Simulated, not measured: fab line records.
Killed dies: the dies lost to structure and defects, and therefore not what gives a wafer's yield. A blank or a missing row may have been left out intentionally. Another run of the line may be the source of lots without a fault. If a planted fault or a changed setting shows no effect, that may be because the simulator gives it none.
One fault seen from 2 desks / flow sky130 / every desk sees just its own numbers, and what lay behind them comes last

## DESK OF THE TOOL OWNER: furnace-01
The tool's own readings at SKY_NWELL_OXIDATION_01 (stabilise 600 s, purge 300 s, target thk 10 nm): means of the sampled wafers that have a number, for each lot that ran on this tool. If a lot's mean is further than 4 standard deviations from the usual mean, the lot is out of limits and carries the mark OUT (the distance appears in the brackets).
Columns: A = ox-temp-c at SKY_NWELL_OXIDATION_01, usual 900.0 C; B = ox-temp-c-max at SKY_NWELL_OXIDATION_01, usual 905.3; C = zone-power-centre-pct at SKY_NWELL_OXIDATION_01, usual 17.5 %
lot=L296; first seen here=day 2 11:04; A=899.7; B=906.7; C=16.4
lot=L297; first seen here=day 2 21:56; A=900.1; B=907.4; C=16.4
lot=L299; first seen here=day 3 15:59; A=900.1; B=906.2; C=16.4
lot=L300; first seen here=day 4 01:56; A=900.1; B=907.3; C=16.3
lot=L301; first seen here=day 4 01:56; A=900.4; B=906.3; C=16.4
lot=L309; first seen here=day 5 11:38; A=900.1; B=907.2; C=16.3
This desk found nothing out of limits on any of the 6 lots.

## METROLOGY DESK
What the gauges read, lot by lot, whatever tool the lot ran on: means of the sampled wafers that have a number. If a lot's mean is further than 4 standard deviations from the usual mean, the lot is out of limits and carries the mark OUT (the distance appears in the brackets).
Columns: A = VT_ADJUST_LVTN_01_OVL at SKY_VT_ADJUST_LVTN_OVL_MEAS_18, usual -0.4 nm
lot=L296; first seen here=day 7 11:35; A=-2.0
lot=L297; first seen here=day 8 00:27; A=0.2
lot=L299; first seen here=day 9 03:02; A=-1.8
lot=L301; first seen here=day 9 16:47; A=0.1
lot=L300; first seen here=day 9 18:51; A=0.7
lot=L302; first seen here=day 9 22:02; A=-1.7
lot=L303; first seen here=day 9 22:53; A=1.9
lot=L304; first seen here=day 10 03:05; A=0.5
lot=L305; first seen here=day 10 05:02; A=-0.0
lot=L306; first seen here=day 10 15:26; A=0.2
lot=L307; first seen here=day 10 18:08; A=-1.1
lot=L309; first seen here=day 11 14:02; A=2.6
This desk found nothing out of limits on any of the 12 lots.

## PUT TOGETHER
The tool owner's desk saw nothing out of limits.
Metrology desk: nothing out of limits seen.

## WHAT THE SIMULATOR HAD PUT IN
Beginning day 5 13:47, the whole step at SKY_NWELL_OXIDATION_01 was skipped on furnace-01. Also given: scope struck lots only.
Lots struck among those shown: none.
